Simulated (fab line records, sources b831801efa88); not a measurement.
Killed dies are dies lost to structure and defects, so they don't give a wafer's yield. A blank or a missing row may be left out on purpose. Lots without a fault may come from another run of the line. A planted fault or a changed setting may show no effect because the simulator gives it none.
A struck lot beside a sound one | flow sky130 | 43 steps out of a route of 708
Sound: wafers L200.1, L200.2, L200.3. Struck: wafers L208.1, L208.4, L208.5. The cause comes at the end.
At each step with rows: each side's tool, then ch and its chambers, then its first start. Under that, the readings that differ: sound wafers | struck wafers | difference of the means | sigmas: that difference in standard deviations of wafers without a fault.
alike: readings whose means differ by less than 2 such deviations, and words and numbers that are the same on both sides. not compared: withheld readings, readings that some wafer has no value for, bounds like >300 that may hide the same value, and numbers for which the record gives no deviation and whose values overlap.
The two part at a step that has a row with sigmas, a row that says differs or no value, or rows on one side only. Numbers that don't overlap but have no deviation are shown without sigmas and don't part them. A reading that every wafer of one side lacks parts them only if that side has two wafers or more.

first, 3 steps without rows for these wafers: SKY_CONTACT_EXPOSE_11 (exposes mask CTM1, target cd 170 nm); SKY_CONTACT_PEB_12; SKY_CONTACT_DEVELOP_13 (develop time 60 s).
SKY_CONTACT_CD_MEAS_14: target cd 170 nm.
  sound on cd_sem-01, day 32 04:47; struck on cd_sem-01, day 35 02:04
  alike: cd_nm
SKY_CONTACT_OVL_MEAS_15:
  sound on overlay-01, day 32 04:55; struck on overlay-02, day 35 02:11
  alike: CONTACT_OVL
SKY_CONTACT_ETCH_16: etches BARC in N2/H2, stops on SiO2, time 45.9 s, target depth 60 nm.
  sound on rie_diel-02 ch 0,1,2, day 32 04:57; struck on rie_diel-01 ch 0,1, day 35 02:13
  alike: drypump_motor_current_A, oes_product_au, throttle_valve_pct
  not compared: rf_hours_counter_h
then, 1 step without rows for these wafers: SKY_CONTACT_ETCH_17 (etches SiO2 in C4F8/O2/Ar, stops on Si3N4, target depth 340 nm).
SKY_CONTACT_ETCH_18: etches Si3N4 in CHF3/O2, stops on TiN, time 39 s, target depth 75 nm.
  sound on rie_diel-02 ch 0,1,2; struck on rie_diel-01 ch 0,1
  alike: chf3_flow_sccm, drypump_motor_current_A, oes_product_au, throttle_valve_pct
  not compared: rf_hours_counter_h
then, 4 steps without rows for these wafers: SKY_CONTACT_STRIP_19 (strips in O2/N2); SKY_CONTACT_STRIP_20 (strips in post etch residue remover, time 1200 s); SKY_CONTACT_CLEAN_21 (cleans in IPA, time 180 s); SKY_CONTACT_CLEAN_22 (cleans in O3/DIW).
SKY_CONTACT_SPUTTER_23: material TiN, target thk 20 nm, time 80 s.
  sound on pvd_sputter-01, day 32 05:40; struck on pvd_sputter-01, day 35 02:59
  alike: throttle_valve_pct
SKY_CONTACT_CVD_24: deposits W, target thk 340 nm, time 102.12 s.
  sound on cvd_w-02 ch 0,1, day 32 05:44; struck on cvd_w-02 ch 0,1, day 35 03:03
  alike: heater_power_w
SKY_CONTACT_RS_MEAS_25: measures by four-point-probe.
  sound on film_metro-04, day 32 05:51; struck on film_metro-01, day 35 03:10
  alike: CONTACT_W_RS
SKY_CONTACT_THK_MEAS_26: measures by xrf.
  sound on film_metro-04, day 32 05:58; struck on film_metro-01, day 35 03:17
  alike: CONTACT_W_THK
SKY_CONTACT_CMP_27: polishes, stops on SiO2, t overpolish 15 s, target thk 0 nm.
  sound on cmp-02 ch 0,1,3, day 32 06:05; struck on cmp-01 ch 0,1,3, day 35 03:23
  alike: head_pressure_psi, motor_current_A, overpolish_run_s, time_to_endpoint_s
then, 5 steps without rows for these wafers: SKY_METAL1_SPUTTER_00 (material Ti, target thk 15 nm, time 10 s); SKY_METAL1_SPUTTER_01 (material TiN, target thk 20 nm, time 16.7 s); SKY_METAL1_SPUTTER_02 (material AlCu, target thk 250 nm, time 13.3 s); SKY_METAL1_SPUTTER_03 (material Ti, target thk 5 nm, time 3.3 s); SKY_METAL1_SPUTTER_04 (material TiN, target thk 70 nm, time 58.3 s).
SKY_METAL1_RS_MEAS_05: measures by four-point-probe.
  sound on film_metro-03, day 32 06:28; struck on film_metro-03, day 35 03:47
  alike: METAL1_ALCU_RS
SKY_METAL1_THK_MEAS_06: measures by xrf.
  sound on film_metro-03, day 32 06:35; struck on film_metro-03, day 35 03:54
  alike: METAL1_ALCU_THK
then, 8 steps without rows for these wafers: SKY_METAL1_DEHYDRATE_07 (time 60 s); SKY_METAL1_HMDS_08 (prime time 60 s); SKY_METAL1_COAT_09 (resist thk 60 nm); SKY_METAL1_COAT_10 (resist thk 450 nm); SKY_METAL1_SOFTBAKE_11 (time 90 s); SKY_METAL1_EXPOSE_12 (exposes mask MM1, target cd 140 nm); SKY_METAL1_PEB_13; SKY_METAL1_DEVELOP_14 (develop time 60 s).
SKY_METAL1_CD_MEAS_15: target cd 140 nm.
  sound on cd_sem-01, day 33 10:00; struck on cd_sem-01, day 36 05:48
  alike: cd_nm
SKY_METAL1_OVL_MEAS_16:
  sound on overlay-02, day 33 10:07; struck on overlay-01, day 36 05:55
  alike: METAL1_OVL
then, 1 step without rows for these wafers: SKY_METAL1_DESCUM_17 (chemistry O2, time 8 s).
SKY_METAL1_ETCH_18: etches BARC in N2/H2, stops on SiO2, time 45.9 s, target depth 60 nm.
  sound on rie_metal-02 ch 0,1, day 33 10:11; struck on rie_metal-04 ch 0, day 36 05:59
  alike: drypump_motor_current_A, oes_product_au, throttle_valve_pct
  not compared: rf_hours_counter_h
then, 6 steps without rows for these wafers: SKY_METAL1_METAL_ETCH_19 (etches the open film in Cl2/BCl3, stops on SiO2, target depth 360 nm, time 78 s); SKY_METAL1_STRIP_20 (strips in O2/N2); SKY_METAL1_STRIP_21 (strips in post etch residue remover, time 1200 s); SKY_METAL1_CLEAN_22 (cleans in IPA, time 180 s); SKY_METAL1_CLEAN_23 (cleans in O3/DIW); SKY_VIA1_HDPCVD_00 (deposits SiO2, target thk 1030 nm, time 171.7 s).
-- the record jumps here: 12 days lie between the struck wafers' starts before and after (it left off in module VIA1 and takes up again in module PAD_OPEN, whose first step shown is number 708 of the route) --
SKY_PAD_OPEN_PROBE_99:
  the record has rows for the struck wafers here (prober-01, day 48 12:42) and none for the sound ones

WHERE THEY PART
Only at SKY_PAD_OPEN_PROBE_99, within this record.

WHY: what the simulator had put in
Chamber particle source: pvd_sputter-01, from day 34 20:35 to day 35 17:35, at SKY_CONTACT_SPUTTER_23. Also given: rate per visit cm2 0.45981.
